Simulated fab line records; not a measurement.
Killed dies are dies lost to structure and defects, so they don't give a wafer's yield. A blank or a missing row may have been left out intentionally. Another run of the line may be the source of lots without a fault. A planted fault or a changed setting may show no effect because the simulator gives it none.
Which tool did it? / flow sky130 / Sampling: 24 lots, 72 wafers, 2 of 708 route steps

WHAT THE GAUGES READ, wafer by wafer
SKY_METAL3_CD_MEAS_13 targets a cd of 300 nm. Usual: cd_nm at 299.5 nm, with a standard deviation of 1.8.
lot=L074; measured=day 38 15:10; on=cd_sem-01; cd_nm (nm)=298.4 299.7 299.5; flag=
lot=L076; measured=day 38 23:20; on=cd_sem-02; cd_nm (nm)=299.8 300.5 300.3; flag=
lot=L075; measured=day 39 03:43; on=cd_sem-01; cd_nm (nm)=302.3 304.6 302.4; flag=
lot=L078; measured=day 39 23:16; on=cd_sem-01; cd_nm (nm)=302.2 300.7 301.6; flag=
lot=L077; measured=day 40 04:32; on=cd_sem-02; cd_nm (nm)=298.9 298.9 298.5; flag=
lot=L079; measured=day 40 11:19; on=cd_sem-02; cd_nm (nm)=301.7 302.6 302.1; flag=
lot=L080; measured=day 40 20:50; on=cd_sem-01; cd_nm (nm)=298.6 299.5 297.6; flag=
lot=L081; measured=day 40 23:50; on=cd_sem-02; cd_nm (nm)=300.1 298.6 298.6; flag=
lot=L082; measured=day 41 08:18; on=cd_sem-02; cd_nm (nm)=299.7 300.5 300.3; flag=
lot=L083; measured=day 41 11:04; on=cd_sem-01; cd_nm (nm)=298.4 298.2 297.9; flag=
lot=L084; measured=day 42 00:56; on=cd_sem-01; cd_nm (nm)=300.2 301.3 301.1; flag=
lot=L086; measured=day 42 05:05; on=cd_sem-02; cd_nm (nm)=303.0 302.5 300.9; flag=
lot=L085; measured=day 42 09:25; on=cd_sem-02; cd_nm (nm)=297.6 297.6 297.4; flag=
lot=L088; measured=day 42 13:50; on=cd_sem-02; cd_nm (nm)=299.1 299.8 299.6; flag=
lot=L087; measured=day 42 17:35; on=cd_sem-02; cd_nm (nm)=301.2 301.4 302.0; flag=
lot=L089; measured=day 42 22:59; on=cd_sem-01; cd_nm (nm)=300.1 298.1 297.5; flag=
lot=L090; measured=day 42 23:55; on=cd_sem-02; cd_nm (nm)=300.4 298.2 299.7; flag=
lot=L091; measured=day 43 11:50; on=cd_sem-01; cd_nm (nm)=301.0 302.4 299.5; flag=
lot=L092; measured=day 43 17:19; on=cd_sem-02; cd_nm (nm)=296.5 296.4 297.1; flag=
lot=L093; measured=day 43 21:22; on=cd_sem-01; cd_nm (nm)=299.2 300.5 298.8; flag=
lot=L094; measured=day 44 04:09; on=cd_sem-02; cd_nm (nm)=299.0 298.7 299.2; flag=
lot=L095; measured=day 44 15:19; on=cd_sem-02; cd_nm (nm)=298.5 298.5 298.9; flag=
lot=L096; measured=day 45 05:37; on=cd_sem-02; cd_nm (nm)=295.5 296.0 296.6; flag=
lot=L097; measured=day 45 10:07; on=cd_sem-01; cd_nm (nm)=297.7 297.3 296.6; flag=

TOOL THAT RAN EACH LOT (tool first, then ch and the chambers of the sampled wafers, then the start)
lot=L074; SKY_METAL2_SPUTTER_02=pvd_sputter-04, day 34 03:08
lot=L076; SKY_METAL2_SPUTTER_02=pvd_sputter-04, day 34 12:37
lot=L075; SKY_METAL2_SPUTTER_02=pvd_sputter-01, day 34 15:32
lot=L078; SKY_METAL2_SPUTTER_02=pvd_sputter-03, day 35 13:46
lot=L077; SKY_METAL2_SPUTTER_02=pvd_sputter-04, day 35 19:36
lot=L079; SKY_METAL2_SPUTTER_02=pvd_sputter-01, day 36 02:22
lot=L080; SKY_METAL2_SPUTTER_02=pvd_sputter-04, day 36 13:19
lot=L081; SKY_METAL2_SPUTTER_02=pvd_sputter-01, day 36 17:05
lot=L082; SKY_METAL2_SPUTTER_02=pvd_sputter-04, day 37 01:42
lot=L083; SKY_METAL2_SPUTTER_02=pvd_sputter-04, day 37 05:34
lot=L084; SKY_METAL2_SPUTTER_02=pvd_sputter-01, day 37 20:35
lot=L086; SKY_METAL2_SPUTTER_02=pvd_sputter-04, day 38 00:04
lot=L085; SKY_METAL2_SPUTTER_02=pvd_sputter-01, day 38 05:37
lot=L088; SKY_METAL2_SPUTTER_02=pvd_sputter-04, day 38 08:37
lot=L087; SKY_METAL2_SPUTTER_02=pvd_sputter-04, day 38 14:35
lot=L089; SKY_METAL2_SPUTTER_02=pvd_sputter-04, day 38 19:32
lot=L090; SKY_METAL2_SPUTTER_02=pvd_sputter-01, day 38 20:58
lot=L091; SKY_METAL2_SPUTTER_02=pvd_sputter-03, day 39 10:20
lot=L092; SKY_METAL2_SPUTTER_02=pvd_sputter-04, day 39 15:43
lot=L093; SKY_METAL2_SPUTTER_02=pvd_sputter-03, day 39 19:31
lot=L094; SKY_METAL2_SPUTTER_02=pvd_sputter-04, day 40 02:22
lot=L095; SKY_METAL2_SPUTTER_02=pvd_sputter-04, day 40 14:41
lot=L096; SKY_METAL2_SPUTTER_02=pvd_sputter-03, day 41 07:16
lot=L097; SKY_METAL2_SPUTTER_02=pvd_sputter-01, day 41 12:16
- SKY_METAL2_SPUTTER_02: material AlCu, target thk 250 nm, time 13.3 s.

AS READ BY THE TOOLS THEMSELVES (means over the sampled wafers that have a number; for cases with no such wafer, the mark the record gives instead)
SKY_METAL2_SPUTTER_02. Usual: throttle_valve_pct at 30.5 %, with a standard deviation of 1.2.
lot=L074; tool=pvd_sputter-04; throttle_valve_pct (%)=31.6; flag=
lot=L076; tool=pvd_sputter-04; throttle_valve_pct (%)=31.7; flag=
lot=L075; tool=pvd_sputter-01; throttle_valve_pct (%)=29.7; flag=
lot=L078; tool=pvd_sputter-03; throttle_valve_pct (%)=29.1; flag=
lot=L077; tool=pvd_sputter-04; throttle_valve_pct (%)=32.3; flag=
lot=L079; tool=pvd_sputter-01; throttle_valve_pct (%)=29.9; flag=
lot=L080; tool=pvd_sputter-04; throttle_valve_pct (%)=31.4; flag=
lot=L081; tool=pvd_sputter-01; throttle_valve_pct (%)=29.6; flag=
lot=L082; tool=pvd_sputter-04; throttle_valve_pct (%)=31.4; flag=
lot=L083; tool=pvd_sputter-04; throttle_valve_pct (%)=31.0; flag=
lot=L084; tool=pvd_sputter-01; throttle_valve_pct (%)=29.3; flag=
lot=L086; tool=pvd_sputter-04; throttle_valve_pct (%)=31.3; flag=
lot=L085; tool=pvd_sputter-01; throttle_valve_pct (%)=29.6; flag=
lot=L088; tool=pvd_sputter-04; throttle_valve_pct (%)=32.1; flag=
lot=L087; tool=pvd_sputter-04; throttle_valve_pct (%)=31.8; flag=
lot=L089; tool=pvd_sputter-04; throttle_valve_pct (%)=31.6; flag=
lot=L090; tool=pvd_sputter-01; throttle_valve_pct (%)=29.6; flag=
lot=L091; tool=pvd_sputter-03; throttle_valve_pct (%)=29.1; flag=
lot=L092; tool=pvd_sputter-04; throttle_valve_pct (%)=30.9; flag=
lot=L093; tool=pvd_sputter-03; throttle_valve_pct (%)=29.1; flag=
lot=L094; tool=pvd_sputter-04; throttle_valve_pct (%)=30.6; flag=
lot=L095; tool=pvd_sputter-04; throttle_valve_pct (%)=31.1; flag=
lot=L096; tool=pvd_sputter-03; throttle_valve_pct (%)=29.2; flag=
lot=L097; tool=pvd_sputter-01; throttle_valve_pct (%)=29.5; flag=

THE ANSWER, worked out from the rows above alone
Rule: take the mean of a lot's wafers that have a number; if it is more than 3 standard deviations from the usual mean, the lot is off. Also off: a lot with no number at a reading for which 4 or more lots have one. All remaining lots with rows at the step are treated as sound. Order of review: gauges by route order, followed by the tools' own readings, for which a lot's mean as printed above is used. The first step at which some lot is off is used, and at that step the reading that is off furthest; a lot without a number counts as furthest.
None of the lots is off at any reading shown; this tells nothing.

WHAT THE SIMULATOR PUT IN
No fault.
